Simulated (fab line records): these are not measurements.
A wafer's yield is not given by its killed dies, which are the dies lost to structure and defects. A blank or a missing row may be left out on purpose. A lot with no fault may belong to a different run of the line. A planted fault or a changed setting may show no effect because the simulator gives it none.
2 desks, one fault	flow gf180mcu	each desk holds nothing but its own numbers, with what lay behind them at the end

## FOR THE TOOL OWNER'S DESK: implanter-01
The tool's own readings at GF_MVSD_IMPLANT_08, given as means over the sampled wafers that have a number, one for each lot that went through this tool. Marked OUT: a lot whose mean sits more than 4 standard deviations from the usual mean, which makes it out of limits; the brackets give that distance.
Columns: A = dose-ions-cm2 at GF_MVSD_IMPLANT_08, usual 1.6002e+13; B = faraday-current-uA at GF_MVSD_IMPLANT_08, usual 90.3
lot	first seen here	A	B
L408	day 4 20:52	1.6005e+13	89.7
L410	day 5 08:17	1.6023e+13	89.7
L420	day 7 20:04	1.5976e+13	90.9
L421	day 8 04:20	1.5999e+13	88.5
L422	day 8 07:35	2.0833e+13 (+99 or more) OUT	117.0 (+15) OUT
L423	day 8 15:10	2.0830e+13 (+99 or more) OUT	117.2 (+15) OUT
This desk's verdict: out of limits on L422, L423, starting with L422 at day 8 07:35 (dose-ions-cm2 at GF_MVSD_IMPLANT_08). In limits: L408, L410, L420, L421.

## AT THE METROLOGY DESK
Lot by lot, what the gauges showed, no matter which tool ran the lot: averages of those sampled wafers that carry a number. Marked OUT: a lot whose mean sits more than 4 standard deviations from the usual mean, which makes it out of limits; the brackets give that distance.
Columns: A = MVSD_TW at GF_MVSD_TW_MEAS_11, usual 1570; B = MVSD_RS at GF_VT_IMPLANT_RS_MEAS_46, usual 456.7 ohm/sq; C = M2_OVL at GF_M2_OVL_MEAS_15, usual -1 nm; D = cd-nm at GF_V2_CD_MEAS_14, usual 260.0 nm; E = V2_OVL at GF_V2_OVL_MEAS_15, usual -2 nm
lot	first seen here	A	B	C	D	E
L406	day 4 12:53	1581	457.1	-1	259.4	3
L407	day 4 16:10	1582	458.1	-6	260.6	-11
L408	day 4 21:14	1575	456.8	2	260.8	-5
L409	day 5 03:29	1570	454.9	2	260.1	2
L410	day 5 08:41	1557	456.8	-2	260.8	1
L411	day 5 16:43	1559	457.2	-1	261.5	2
L412	day 5 22:08	1565	457.5	1	260.2	-4
L413	day 6 03:44	1597	458.4	0	259.7	-12
L420	day 7 20:26	1556	456.7	-11	262.2	8
L421	day 8 04:44	1569	457.2	7	261.5	-2
L422	day 8 07:59	1681 (+7.9) OUT	400.8 (-51) OUT	4	261.2	-9
L423	day 8 15:32	1673 (+7.4) OUT	400.1 (-51) OUT	-5	258.7	-2
L425	day 9 01:35	1554	455.8	-9	260.7	6
This desk's result: L422, L423 out of limits, first on L422 (MVSD_TW at GF_MVSD_TW_MEAS_11), day 8 07:59. In limits: L406, L407, L408, L409, L410, L411, L412, L413, L420, L421, L425.

## ALL TOGETHER
An alarm could have come from the tool owner's desk at day 8 07:35, on L422, L423.
An alarm was possible from the metrology desk at day 8 07:59, on L422, L423.
All the named lots went through GF_MVSD_IMPLANT_08 on implanter-01.

## WHAT WAS PUT IN BY THE SIMULATOR
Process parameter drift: implanter-01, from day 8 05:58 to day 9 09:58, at GF_MVSD_IMPLANT_08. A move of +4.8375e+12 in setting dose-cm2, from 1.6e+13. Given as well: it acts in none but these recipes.
Struck lots among those shown: L422, L423.
Time in hours from fault onset to the first out-of-limits reading at each desk: tool owner's desk 2, metrology desk 2.
